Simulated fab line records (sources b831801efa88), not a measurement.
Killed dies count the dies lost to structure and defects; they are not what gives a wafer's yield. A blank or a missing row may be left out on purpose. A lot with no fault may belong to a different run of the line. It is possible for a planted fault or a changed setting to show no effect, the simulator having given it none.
A struck lot beside a sound one ; flow sky130 ; 18 steps out of a route of 708
Sound: the wafers L109.1, L109.4, L109.6. Wafers struck: L118.2, L118.3, L118.4. The cause comes at the end.
Each step with rows lists, per side, the tool, then ch with its chambers, then its first start. Under that, the readings that differ: sound wafers ; struck wafers ; difference of the means ; sigmas: that difference in standard deviations of wafers without a fault.
alike: words and numbers the same on both sides, and readings whose means are apart by under 2 such deviations; not compared: readings that were withheld, readings missing a value for some wafer, numbers with overlapping values and no deviation given by the record, and bounds like >300 which may hide the same value.
A row with sigmas, a row that says differs or no value, or rows on one side alone: a step with any of these is where the two part. Numbers that don't overlap but have no deviation are shown without sigmas and don't part them. A reading missing from all wafers of one side parts the sides only when that side holds two or more wafers.

first, 3 steps without rows for these wafers: SKY_POLY_CUT_EXPOSE_05 (exposes mask NPCM, target cd 270 nm); SKY_POLY_CUT_PEB_06; SKY_POLY_CUT_DEVELOP_07 (develop time 60 s).
SKY_POLY_CUT_CD_MEAS_08: the cd target is 270 nm.
  struck on cd-sem-02, day 29 02:46; sound on cd-sem-02, day 26 16:23
  alike: cd-nm
SKY_POLY_CUT_OVL_MEAS_09:
  struck on overlay-01, day 29 02:53; sound on overlay-01, day 26 16:30
  alike: POLY_CUT_OVL
SKY_POLY_CUT_ETCH_10: etches BARC in N2/H2, stops on SiO2, time 45.9 s, target depth 60 nm.
  sound on rie-diel-01 ch 0,1,3, day 26 16:32; struck on rie-diel-04 ch 0,1,2, day 29 02:55
  alike: drypump-motor-current-A, oes-product-au, throttle-valve-pct
  not compared: rf-hours-counter-h
SKY_POLY_CUT_ETCH_11: etches Si3N4 in CF4/CH2F2/Ar, stops on poly-Si, time 42.5 s, target depth 60 nm.
  sound on rie-diel-01 ch 0,1,3, day 26 16:35; struck on rie-diel-04 ch 0,1,2, day 29 02:57
  alike: drypump-motor-current-A, oes-product-au, throttle-valve-pct
  not compared: rf-hours-counter-h
SKY_POLY_CUT_STRIP_12: strips in O2/N2.
  sound on plasma-asher-02 ch 0,1, day 26 16:37; struck on plasma-asher-04 ch 0,1, day 29 02:59
  alike: drypump-motor-current-A, oes-product-au, strip-time-to-endpoint-s
  not compared: rf-hours-counter-h
then, 4 steps without rows for these wafers: SKY_SD_P_DEHYDRATE_00 (time 60 s); SKY_SD_P_HMDS_01 (prime time 60 s); SKY_SD_P_COAT_02 (resist thk 1140 nm); SKY_SD_P_SOFTBAKE_03 (time 60 s).
SKY_SD_P_EXPOSE_04: exposes mask PSDM, target cd 380 nm.
  sound on iline-stepper-01 ch 0, day 27 07:43; struck on iline-stepper-02 ch 0, day 29 17:01
reading;sound;struck;difference;sigmas
model.SD_P.overlay-x-nm (nm);0.625 0.625 0.625;-97.6 -97.6 -97.6;-98.2;
  alike: mask, focus-offset-nm, stage-vel-mm-s
then, 2 steps without rows for these wafers: SKY_SD_P_PEB_05; SKY_SD_P_DEVELOP_06 (develop time 60 s).
SKY_SD_P_CD_MEAS_07: the cd target is 380 nm.
  struck on cd-sem-02, day 30 06:28; sound on cd-sem-02, day 27 21:33
  alike: cd-nm
SKY_SD_P_OVL_MEAS_08:
  struck on overlay-02, day 30 06:35; sound on overlay-02, day 27 21:40
reading;sound;struck;difference;sigmas
SD_P_OVL (nm);2.1 1.1 1.5;-95.9 -96.8 -96.5;-98.0;-89
then, 1 step without rows for these wafers: SKY_SD_P_IMPLANT_09.

WHERE THEY PART
At SKY_SD_P_OVL_MEAS_08 and nowhere else, as far as this record goes.

WHY: whatever the simulator had introduced
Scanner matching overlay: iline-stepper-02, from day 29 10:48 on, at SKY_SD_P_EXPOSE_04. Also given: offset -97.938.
